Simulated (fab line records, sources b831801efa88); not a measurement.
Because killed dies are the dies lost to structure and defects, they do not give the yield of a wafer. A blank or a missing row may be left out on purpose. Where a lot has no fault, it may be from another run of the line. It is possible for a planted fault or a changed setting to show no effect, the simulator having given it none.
Matching of chambers + flow sky130 + cmp-01 running SKY_LI_CONTACT_CMP_02: 4 sister chambers
The step polishes PSG. 4 wafers are shown with their chamber, then 8 later ones without.

== WAFERS PAIRED WITH THEIR CHAMBERS ==
| wafer  | chamber | motor_current_A (A) |
|--------|---------|---------------------|
| L803.5 | 2       | 11.3                |
| L805.6 | 3       | 12.1                |
| L807.6 | 0       | 13.4                |
| L818.1 | 1       | 11.9                |

== WAFERS WHOSE CHAMBER IS MISSING ==
| wafer  | motor_current_A (A) |
|--------|---------------------|
| L818.2 | 11.3                |
| L818.3 | 14.1                |
| L820.2 | 14.0                |
| L820.4 | 12.7                |
| L820.6 | 13.4                |
| L821.1 | 13.4                |
| L821.4 | 12.2                |
| L821.6 | 13.4                |

== WHICH CHAMBER EACH WENT THROUGH ==
| wafer  | from the rows above          | in truth |
|--------|------------------------------|----------|
| L818.2 | can't be placed: 2 or 1      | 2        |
| L818.3 | 0                            | 0        |
| L820.2 | 0                            | 0        |
| L820.4 | can't be placed: 3 or 0 or 1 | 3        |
| L820.6 | 0                            | 0        |
| L821.1 | 0                            | 0        |
| L821.4 | can't be placed: 3 or 1      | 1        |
| L821.6 | 0                            | 0        |
Placed correctly: 5 of 8. Unplaceable from these rows: 3, with the true chamber sitting among the candidates in 3. Wrongly placed: 0.
How it was worked out, from the rows above alone: a wafer's distance from a chamber is the root of the sum, over the readings, of the square of ((its reading less the chamber's mean) divided by the reading's scatter). If the next closest chamber is less than 2 further off than the closest, the wafer can't be placed; otherwise it belongs to the closest. A chamber's mean is the mean of its shown wafers. The scatter (one wafer shown for each chamber): square how far every hidden wafer sits from the nearest shown wafer, average those squares and take the square root.
